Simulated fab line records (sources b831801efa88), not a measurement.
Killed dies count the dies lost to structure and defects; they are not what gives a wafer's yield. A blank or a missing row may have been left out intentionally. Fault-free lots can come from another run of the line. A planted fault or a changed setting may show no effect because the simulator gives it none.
Struck lot and sound lot, side by side || flow gf180mcu || 44 steps out of a route of 602
Sound: wafers L917.2, L917.4, L917.5. Wafers struck: L919.1, L919.4, L919.6. The cause is named last.
Per side, at each step with rows, come the tool, then ch with its chambers, and then its first start. Under that, the readings that differ: sound wafers || struck wafers || difference of the means || sigmas: that difference in standard deviations of wafers without a fault.
alike: readings whose means differ by less than 2 such deviations, and words and numbers that are the same on both sides. not compared: withheld readings, readings that some wafer has no value for, bounds like >300 that may hide the same value, and numbers for which the record gives no deviation and whose values overlap.
Wherever a step has rows on one side only, a row that says differs or no value, or a row with sigmas, the two part there. Numbers that have no deviation but don't overlap get no sigmas and don't part them. A reading missing from all wafers of one side parts the sides only when that side holds two or more wafers.

first, 2 steps without rows for these wafers: GF_MVSD_IMPLANT_08; GF_MVSD_IMPLANT_09.
GF_MVSD_STRIP_10: strips in O2/N2.
  sound on plasmaAsher-02 ch 0,1, day 5 16:14; struck on plasmaAsher-01 ch 0,1, day 6 02:00
  alike: drypumpMotorCurrentA, heaterPowerW, n2FlowSccm, oesProductAu, stripTimeToEndpointS
  not compared: rfHoursCounterH
GF_MVSD_TW_MEAS_11:
  sound on filmMetro-01, day 5 16:21; struck on filmMetro-02, day 6 02:06
{"reading": "MVSD_TW", "sound": "1599 1607 1593", "struck": "1569 1567 1561", "difference": -34, "sigmas": -2}
then, 7 steps without rows for these wafers: GF_MVPSD_DEHYDRATE_00 (time 60 s); GF_MVPSD_HMDS_01 (prime time 60 s); GF_MVPSD_COAT_02 (resist thk 3000 nm); GF_MVPSD_SOFTBAKE_03; GF_MVPSD_EXPOSE_04 (exposes mask MVPSD, target cd 1000 nm); GF_MVPSD_PEB_05; GF_MVPSD_DEVELOP_06 (develop time 60 s).
GF_MVPSD_OVL_MEAS_07:
  sound on overlay-01, day 6 06:49; struck on overlay-02, day 6 16:38
  alike: MVPSD_OVL
GF_MVPSD_IMPLANT_08:
  sound on implanter-04 ch 0, day 6 06:53; struck on implanter-03 ch 0, day 6 16:41
{"reading": "doseIonsCm2", "sound": "1.5015e+13 1.5009e+13 1.5029e+13", "struck": "1.4236e+13 1.4234e+13 1.4197e+13", "difference": -7.9533e+11, "sigmas": -53}
next, for these wafers, 1 step has no rows: GF_MVPSD_IMPLANT_09.
GF_MVPSD_STRIP_10: strips in O2/N2.
  sound on plasmaAsher-01 ch 0,1, day 6 07:09; struck on plasmaAsher-01 ch 0,1, day 6 16:59
  alike: drypumpMotorCurrentA, heaterPowerW, n2FlowSccm, oesProductAu, stripTimeToEndpointS
  not compared: rfHoursCounterH
GF_MVPSD_TW_MEAS_11:
  sound on filmMetro-02, day 6 07:16; struck on filmMetro-01, day 6 17:05
  alike: MVPSD_TW
then, 7 steps without rows for these wafers: GF_VT_IMPLANT_DEHYDRATE_00 (time 60 s); GF_VT_IMPLANT_HMDS_01 (prime time 60 s); GF_VT_IMPLANT_COAT_02 (resist thk 1000 nm); GF_VT_IMPLANT_SOFTBAKE_03 (time 60 s); GF_VT_IMPLANT_EXPOSE_04 (exposes mask LVPWELL LV AREA, target cd 600 nm); GF_VT_IMPLANT_PEB_05; GF_VT_IMPLANT_DEVELOP_06 (develop time 60 s).
GF_VT_IMPLANT_OVL_MEAS_07:
  sound on overlay-02, day 6 22:18; struck on overlay-01, day 7 07:48
  alike: VT_IMPLANT_OVL
next, for these wafers, 1 step has no rows: GF_VT_IMPLANT_IMPLANT_08.
GF_VT_IMPLANT_STRIP_09: strips in O2/N2.
  sound on plasmaAsher-03 ch 0,1, day 6 22:29; struck on plasmaAsher-04 ch 0,1, day 7 07:59
  alike: drypumpMotorCurrentA, heaterPowerW, n2FlowSccm, oesProductAu, stripTimeToEndpointS
  not compared: rfHoursCounterH
GF_VT_IMPLANT_TW_MEAS_10:
  sound on filmMetro-03, day 6 22:35; struck on filmMetro-01, day 7 08:05
{"reading": "VT_IMPLANT_TW", "sound": "559 559 560", "struck": "571 570 572", "difference": "+12", "sigmas": "+3"}
then, 7 steps without rows for these wafers: GF_VT_IMPLANT_DEHYDRATE_11 (time 60 s); GF_VT_IMPLANT_HMDS_12 (prime time 62.06 s); GF_VT_IMPLANT_COAT_13 (resist thk 1000 nm); GF_VT_IMPLANT_SOFTBAKE_14 (time 60 s); GF_VT_IMPLANT_EXPOSE_15 (exposes mask Nwell LV AREA, target cd 860 nm); GF_VT_IMPLANT_PEB_16; GF_VT_IMPLANT_DEVELOP_17 (develop time 60 s).
GF_VT_IMPLANT_OVL_MEAS_18:
  sound on overlay-01, day 7 14:32; struck on overlay-02, day 8 00:05
  alike: VT_IMPLANT_01_OVL
next, for these wafers, 1 step has no rows: GF_VT_IMPLANT_IMPLANT_19.
GF_VT_IMPLANT_STRIP_20: strips in O2/N2.
  sound on plasmaAsher-03 ch 0,1, day 7 14:43; struck on plasmaAsher-03 ch 0,1, day 8 00:17
  alike: drypumpMotorCurrentA, heaterPowerW, n2FlowSccm, oesProductAu, stripTimeToEndpointS
  not compared: rfHoursCounterH
GF_VT_IMPLANT_TW_MEAS_21:
  sound on filmMetro-04, day 7 14:49; struck on filmMetro-01, day 8 00:23
  alike: VT_IMPLANT_2_TW
then, 4 steps without rows for these wafers: GF_VT_IMPLANT_DEHYDRATE_22 (time 60 s); GF_VT_IMPLANT_HMDS_23 (prime time 60 s); GF_VT_IMPLANT_COAT_24 (resist thk 1000 nm); GF_VT_IMPLANT_SOFTBAKE_25 (time 60 s).
GF_VT_IMPLANT_RS_MEAS_49: measurement is done with a four-point probe.
  sound on filmMetro-01, day 9 00:00; struck on filmMetro-03, day 9 09:32
{"reading": "MVPSD_RS (ohm/sq)", "sound": "1168.1 1167.5 1167.3", "struck": "1198.7 1193.6 1194.5", "difference": "+28.0", "sigmas": "+9"}
-- a jump in the record: the struck wafers' starts before and after are 22 days apart (it breaks off in module VT_IMPLANT and resumes in module PASSIVATION, where the first step shown is number 602 of the route) --
GF_PASSIVATION_PROBE_99:
  rows exist in the record for the struck wafers here (prober-01, day 31 02:04), but not for the sound ones

== WHERE THEY PART ==
Earliest at GF_MVSD_TW_MEAS_11; latest, in this record, at GF_PASSIVATION_PROBE_99.

WHY: whatever the simulator had introduced
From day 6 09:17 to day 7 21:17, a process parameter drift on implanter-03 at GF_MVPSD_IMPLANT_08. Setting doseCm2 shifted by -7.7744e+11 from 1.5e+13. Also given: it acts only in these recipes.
